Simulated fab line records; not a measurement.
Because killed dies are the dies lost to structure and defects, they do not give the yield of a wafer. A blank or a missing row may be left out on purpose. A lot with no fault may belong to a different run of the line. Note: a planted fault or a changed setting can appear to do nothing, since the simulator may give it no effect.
What tool caused it? | flow gf180mcu | 15 lots with 45 wafers sampled at 3 steps, on a route of 602 steps

WHAT THE GAUGES READ, wafer by wafer
GF_SAB_THK_MEAS_01.
lot  | measured     | on           | SAB_CVD_00_THK (nm)
L379 | day 14 20:13 | filmMetro-02 | 50.0 49.1 49.6
L380 | day 15 05:38 | filmMetro-04 | 49.2 50.6 50.0
L381 | day 15 11:31 | filmMetro-02 | 49.3 50.5 50.3
L382 | day 15 19:09 | filmMetro-02 | 50.4 49.7 49.6
L391 | day 19 05:05 | filmMetro-04 | 49.9 48.6 50.5
L392 | day 19 18:46 | filmMetro-04 | 50.4 50.8 50.6
L395 | day 20 14:59 | filmMetro-01 | 49.3 49.0 50.5
L396 | day 20 22:25 | filmMetro-01 | 48.5 48.4 49.0
L397 | day 21 05:05 | filmMetro-01 | 48.6 50.3 50.0
L398 | day 21 13:55 | filmMetro-02 | 48.8 48.8 49.1
L399 | day 21 20:27 | filmMetro-02 | 50.0 50.5 49.0
L400 | day 22 08:43 | filmMetro-04 | 49.1 49.8 49.5

GF_V1_BOW_MEAS_05.
lot  | measured     | on           | V1_BOW (um)
L379 | day 17 19:04 | filmMetro-04 | 81 85 87
L380 | day 18 04:37 | filmMetro-04 | 83 93 92
L381 | day 18 11:53 | filmMetro-02 | 84 75 81
L382 | day 18 20:50 | filmMetro-04 | 76 76 75
L391 | day 22 08:16 | filmMetro-02 | 81 89 76
L392 | day 22 22:18 | filmMetro-02 | 82 80 74
L395 | day 23 18:01 | filmMetro-01 | 85 98 88
L396 | day 23 23:31 | filmMetro-04 | 89 92 83
L397 | day 24 05:51 | filmMetro-04 | 92 87 82
L398 | day 24 14:49 | filmMetro-01 | 82 89 90
L399 | day 24 21:05 | filmMetro-01 | 91 79 93
L400 | day 25 08:36 | filmMetro-04 | 87 76 92

EACH LOT AND THE TOOL THAT RAN IT (in order: tool; ch and the chambers of the sampled wafers; start)
lot  | GF_HV_LDD_EXPOSE_04
L379 | ilineStepper-02 ch 0, day 10 04:21
L380 | ilineStepper-02 ch 0, day 10 11:01
L381 | ilineStepper-01 ch 0, day 10 16:49
L382 | ilineStepper-01 ch 0, day 11 00:38
L384 | ilineStepper-02, day 11 17:10
L385 | ilineStepper-02, day 12 00:08
L386 | ilineStepper-02, day 12 17:40
L391 | ilineStepper-02 ch 0, day 13 21:39
L392 | ilineStepper-02 ch 0, day 14 08:04
L395 | ilineStepper-02 ch 0, day 15 02:32
L396 | ilineStepper-01 ch 0, day 15 08:44
L397 | ilineStepper-02 ch 0, day 15 15:24
L398 | ilineStepper-02 ch 0, day 15 23:25
L399 | ilineStepper-01 ch 0, day 16 05:19
L400 | ilineStepper-02 ch 0, day 16 18:04
- GF_HV_LDD_EXPOSE_04: exposes mask Nplus LV AREA, target cd 400 nm.

WHAT THE TOOLS THEMSELVES READ (means of the sampled wafers that have a number; where no wafer has one, the mark that the record gives instead)
GF_HV_LDD_EXPOSE_04.
lot  | tool            | exposureDoseMJCm2 | focusOffsetNm (nm)
L379 | ilineStepper-02 | 139.91            | 0.2
L380 | ilineStepper-02 | 140.06            | 0.6
L381 | ilineStepper-01 | 139.99            | 0.4
L382 | ilineStepper-01 | 140.14            | 0.4
L384 | ilineStepper-02 | -                 | -
L385 | ilineStepper-02 | -                 | -
L386 | ilineStepper-02 | -                 | -
L391 | ilineStepper-02 | 139.95            | 0.5
L392 | ilineStepper-02 | 140.12            | 0.3
L395 | ilineStepper-02 | 140.05            | -0.4
L396 | ilineStepper-01 | 139.91            | -0.3
L397 | ilineStepper-02 | 140.05            | -0.7
L398 | ilineStepper-02 | 140.20            | 0.5
L399 | ilineStepper-01 | 139.94            | 0.4
L400 | ilineStepper-02 | 140.10            | 0.0

THE ANSWER, worked out from the rows above alone
Rule: the usual values come from the lots themselves. Put in order of their means at a reading, lots are off if they are a third of the lots or fewer, leave a main group of 4 or more, and stand apart from it by a gap of 3 or more times the standard deviation of the main group's means; of several such gaps the widest counts. Not used: any main group whose means are identical at the precision the tables above print for the reading. Also off: a lot with no number at a reading for which 4 or more lots have one. All remaining lots with rows at the step are treated as sound. After the gauges, taken in route order, come the tools' own readings; for these a lot's mean is taken, as printed above. At the first step where some lot is off, the reading lying furthest off is the one used; lots without a number count as furthest.
Off: L384, L385, L386, at GF_HV_LDD_EXPOSE_04 (exposureDoseMJCm2). Without a number there: L384, L385, L386. For the main group the mean is 140.03 and the standard deviation 0.091.
A tool fits if, at that step or a process step before it, it ran every lot that is off, and no sound lot after the first of them. Not one of the candidates tried fits.

WHAT THE SIMULATOR PUT IN
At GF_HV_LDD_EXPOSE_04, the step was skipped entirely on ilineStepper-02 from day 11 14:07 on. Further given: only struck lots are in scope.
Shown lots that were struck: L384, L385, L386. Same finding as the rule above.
